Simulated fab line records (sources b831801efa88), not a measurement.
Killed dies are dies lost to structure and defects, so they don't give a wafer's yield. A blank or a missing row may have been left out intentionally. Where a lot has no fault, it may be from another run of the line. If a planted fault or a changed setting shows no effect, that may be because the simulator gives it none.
Problem report, 8D (eight disciplines) form, completed by code ; flow gf180mcu ; the parts of the form that need people (team, actions taken, sign-off) are left out

## 1. THE ISSUE
GF_V1_CMP_26, overpolish_run_s: mean 0.037 s over 1 wafer from 1 lot; wafers with no fault: 15.000 s, standard deviation 0.0087. So: -99 or more standard deviations from the usual mean.
The step: polishes, stops on SiO2, t overpolish 15 s, target thk 0 nm.
First seen on wafer L859.6, day 25 11:56, on cmp-02. At this step, 35 wafers from 12 lots have a number in the record. The rule behind "out" and "out of limits": a value lying over 4 standard deviations away from the usual mean. The other wafers with a number count as sound.

## 2. WHAT IT IS, AND WHAT IT ISN'T
question;is;is not
which readings at this step;overpolish_run_s, time_to_endpoint_s;motor_current_A, slurry_flow_ml_min
which lots;L859;L839, L841, L842, L843, L844, L847, L848, L849, L850, L851, L862
which wafers of those lots;L859.6;L859.3
read on which tools;cmp-02;cmp-01
when;from day 25 11:56;"up to then (31 sound wafers); but 3 sound wafers of L862 came after"

## 3. THE SUSPECTS, EACH WITH WHAT RULES IT OUT
Counting: if a tool at a process step up to the reading ran every lot that is out, it stays a suspect. Sound lots after the first of them don't rule it out here, since some wafers of a struck lot are sound.
- plasma_asher-01 at GF_M1_STRIP_17 (strips in O2/N2): kept. The lot that is out, L859, ran on it at day 24 12:16; the last sound lot it ran before that was L839, at day 17 03:16.
- cmp-02 at GF_V1_CMP_26 (polishes, stops on SiO2, t overpolish 15 s, target thk 0 nm): kept. The lot that is out, L859, ran on it at day 25 11:56; the last sound lot it ran before that was L851, at day 22 14:24. Its own overpolish_run_s, time_to_endpoint_s readings are out on those wafers.
- Within plasma_asher-01 at GF_M1_STRIP_17, the wafers that are out were processed in chamber 1 and their sound lot-mates in chamber 0.
- Within cmp-02 at GF_V1_CMP_26, the wafers that are out were processed in chamber 3 and their sound lot-mates in chamber 1.
Left after counting: plasma_asher-01 at GF_M1_STRIP_17, cmp-02 at GF_V1_CMP_26.

## 4. THE CAUSE (what the simulator had put in)
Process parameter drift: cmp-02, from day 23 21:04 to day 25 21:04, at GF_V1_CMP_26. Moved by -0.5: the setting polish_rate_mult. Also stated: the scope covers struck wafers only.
Of the 2 suspects that counting leaves, this tool is one.

## 5. SEQUENCE OF EFFECTS, ordered by route
Each row: a reading where the mean over the struck wafers with a number is more than 3 standard deviations away from the usual. Scope: only readings with a usual standard deviation given in the record; hours: median across lots of the time from each lot's start at the first step in this table that gives one to its start at this step; sigmas: change in usual standard deviations.
hours;step;reading;usual;on struck wafers;change;sigmas
0;GF_V1_CMP_26;overpolish_run_s;15.000 s;0.037;-14.963;-99 or more
0;GF_V1_CMP_26;time_to_endpoint_s;84 s;128;+44;+11
216;GF_PASSIVATION_PROBE_99;defect_limited_yield;90.1 %;0.0;-90.1;-64
216;GF_PASSIVATION_PROBE_99;killed_at_M0_to_M3;21;466;+445;+93
216;GF_PASSIVATION_PROBE_99;killed_dies;49;492;+443;+63
216;GF_PASSIVATION_PROBE_99;killed_on_rim;9.7;96.0;+86.3;+29
216;GF_PASSIVATION_PROBE_99;sort_bin_3_pad_short;0.44 %;89.43;+88.99;+99 or more
216;GF_PASSIVATION_PROBE_99;sort_n_pass;443;0;-443;-63
216;GF_PASSIVATION_PROBE_99;sort_yield_pct;90.1 %;0.0;-90.1;-64
The process steps in it:
- GF_V1_CMP_26: polishes, stops on SiO2, t overpolish 15 s, target thk 0 nm.
- GF_PASSIVATION_PROBE_99

## 6. WHAT WOULD HAVE CAUGHT IT SOONER
39 hours passed between the start of the fault at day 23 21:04 and the first reading out of limits in this record, taken at day 25 11:56.
